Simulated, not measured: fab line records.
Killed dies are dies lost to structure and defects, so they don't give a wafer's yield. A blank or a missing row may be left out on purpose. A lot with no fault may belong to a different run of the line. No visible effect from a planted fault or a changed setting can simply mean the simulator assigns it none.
Chamber matching    flow sky130    SKY_SPACER_ETCHBACK_02 on rie_diel-02 has 4 sister chambers
The step etches Si3N4 in CH3F/O2, stops on SiO2, time 46.7 s, target depth 45 nm. 16 wafers are shown with their chamber, then 8 later ones without.

== WAFERS PAIRED WITH THEIR CHAMBERS ==
wafer   chamber  oes_product_au (a.u.)  bias_w (W)  throttle_valve_pct (%)
L637.2  0        0.855                  79.90       10.557
L637.3  3        0.843                  79.96       10.557
L637.4  2        0.855                  80.64       10.568
L639.1  0        0.847                  80.39       10.562
L639.3  2        0.847                  80.01       10.571
L639.5  0        0.843                  79.89       10.540
L641.1  0        0.848                  80.28       10.558
L641.2  3        0.843                  79.93       10.567
L641.6  0        0.844                  79.94       10.557
L642.4  1        0.857                  79.83       10.554
L642.5  3        0.853                  79.98       10.559
L642.6  0        0.850                  80.40       10.578
L647.1  3        0.862                  80.08       10.560
L647.5  1        0.863                  79.91       10.565
L647.6  2        0.862                  79.83       10.557
L648.1  3        0.866                  79.80       10.542

SIGNATURES (averages over the wafers above)
reading             chamber 0  chamber 1  chamber 2  chamber 3  scatter within a chamber
oes_product_au      0.84783    0.86000    0.85467    0.85340    0.0075
bias_w              80.1333    79.8700    80.1600    79.9500    0.244
throttle_valve_pct  10.55867   10.55950   10.56533   10.55700   0.0102
Rule: a wafer lies at a distance from a chamber equal to the root of the sum of squares, over the readings, of (its reading less the chamber's mean, divided by the reading's scatter). If the next closest chamber is less than 2 further off than the closest, the wafer can't be placed; otherwise it belongs to the closest. The scatter is the square root of a quotient: the sum, over the shown wafers, of each reading's squared deviation from its chamber's mean, divided by wafers minus chambers.

== WAFERS WITHOUT THEIR CHAMBER ==
wafer   oes_product_au (a.u.)  bias_w (W)  throttle_valve_pct (%)
L648.3  0.858                  80.01       10.562
L648.4  0.855                  79.68       10.585
L652.3  0.861                  80.23       10.562
L652.4  0.856                  79.61       10.563
L652.6  0.862                  79.72       10.570
L655.1  0.847                  79.87       10.556
L655.2  0.851                  79.77       10.565
L655.6  0.856                  80.04       10.558

== THE CHAMBER EACH PASSED THROUGH ==
wafer   from the rows above                in truth
L648.3  can't be placed: 1 or 3 or 2 or 0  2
L648.4  can't be placed: 1 or 2 or 3 or 0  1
L652.3  can't be placed: 2 or 1 or 3 or 0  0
L652.4  can't be placed: 1 or 3 or 2 or 0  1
L652.6  can't be placed: 1 or 3 or 2 or 0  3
L655.1  can't be placed: 3 or 0 or 1 or 2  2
L655.2  can't be placed: 3 or 1 or 0 or 2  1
L655.6  can't be placed: 3 or 2 or 1 or 0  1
Correct placement for 0 of the 8. Unplaceable from these rows: 8, with the true chamber sitting among the candidates in 8. Wrongly placed: 0.
